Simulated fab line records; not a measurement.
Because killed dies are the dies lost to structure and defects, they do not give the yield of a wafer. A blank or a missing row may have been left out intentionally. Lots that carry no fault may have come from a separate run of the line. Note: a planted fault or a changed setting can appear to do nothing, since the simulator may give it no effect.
The same fault as seen by 2 desks + flow gf180mcu + numbers are kept per desk, each desk with only its own; the story behind them comes last

AT THE TOOL OWNER'S DESK: implanter-02
GF_HV_LDD_IMPLANT_36, tool's own readings: per-lot mean of the sampled wafers with a number, covering each lot this tool ran. Marked OUT: a lot whose mean sits more than 4 standard deviations from the usual mean, which makes it out of limits; the brackets give that distance.
Columns: A = tiltDeg at GF_HV_LDD_IMPLANT_36, usual 30.007 degrees
| lot  | first seen here | A                        |
|------|-----------------|--------------------------|
| L266 | day 11 06:56    | 30.004                   |
| L269 | day 12 22:44    | 30.031                   |
| L271 | day 13 14:44    | 30.002                   |
| L276 | day 15 07:37    | 30.020                   |
| L279 | day 15 19:41    | 0.030 (-99 or more) OUT  |
| L283 | day 17 02:12    | -0.009 (-99 or more) OUT |
This desk finds L279, L283 out of limits, L279 being first, at day 15 19:41 (tiltDeg at GF_HV_LDD_IMPLANT_36). In limits: L266, L269, L271, L276.

THE METROLOGY DESK
Means of the sampled wafers that have a number, per lot and without regard to the tool the lot ran on: this is what the gauges read. Marked OUT: a lot whose mean sits more than 4 standard deviations from the usual mean, which makes it out of limits; the brackets give that distance.
Columns: A = HV_LDD_OVL at GF_HV_LDD_OVL_MEAS_08, usual -1.2 nm; B = HV_LDD_02_OVL at GF_HV_LDD_OVL_MEAS_32, usual 0.5 nm; C = HV_LDD_3_TW at GF_HV_LDD_TW_MEAS_38, usual 1434; D = HV_LDD_RS at GF_HV_LDD_RS_MEAS_53, usual 418.3 ohm/sq; E = HV_LDD_CVD_54_THK at GF_HV_LDD_THK_MEAS_55, usual 9.97 nm
| lot  | first seen here | A    | B    | C    | D               | E     |
|------|-----------------|------|------|------|-----------------|-------|
| L266 | day 9 18:53     | -1.3 | -0.2 | 1408 | 420.0           | 10.17 |
| L268 | day 10 08:10    | -1.6 | 0.1  | 1435 | 419.4           | 10.02 |
| L270 | day 11 07:17    | -1.9 | -1.0 | 1408 | 417.4           | 10.08 |
| L269 | day 11 07:32    | 0.2  | -1.1 | 1445 | 418.6           | 9.97  |
| L271 | day 11 23:14    | 1.4  | -0.6 | 1449 | 417.7           | 10.01 |
| L274 | day 12 19:02    | -1.4 | 0.6  | 1430 | 418.7           | 9.96  |
| L273 | day 12 20:01    | -0.8 | 1.6  | 1431 | 418.7           | 9.83  |
| L275 | day 13 07:17    | -0.6 | -0.6 | 1423 | 418.6           | 10.04 |
| L276 | day 13 12:29    | -0.7 | 0.0  | 1425 | 418.0           | 10.08 |
| L277 | day 13 16:38    | -1.5 | -0.6 | 1439 | 418.4           | 10.04 |
| L279 | day 13 23:53    | -1.8 | 0.9  | 1382 | 374.6 (-48) OUT | 9.89  |
| L283 | day 15 04:49    | -1.9 | 3.4  | 1407 | 374.4 (-48) OUT | 9.98  |
| L289 | day 17 02:43    | -0.2 | 1.4  | 1420 | 418.5           | 10.00 |
This desk's finding: out of limits on L279, L283; first on L279, day 16 19:06 (HV_LDD_RS at GF_HV_LDD_RS_MEAS_53). In limits: L266, L268, L270, L269, L271, L274, L273, L275, L276, L277, L289.

BROUGHT TOGETHER
An alarm could have come from the tool owner's desk at day 15 19:41, on L279, L283.
L279, L283 would have let the metrology desk raise an alarm at day 16 19:06.
The lots listed all ran GF_HV_LDD_IMPLANT_36 on implanter-02.

WHAT THE SIMULATOR HAD PUT IN
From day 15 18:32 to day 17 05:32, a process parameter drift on implanter-02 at GF_HV_LDD_IMPLANT_36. Setting tiltDeg shifted by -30 from 30. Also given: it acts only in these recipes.
Lots struck among those shown: L279, L283.
Delay (hours) between the fault's onset and each desk's first out-of-limits reading: 1 at the tool owner's desk, 25 at the metrology desk.
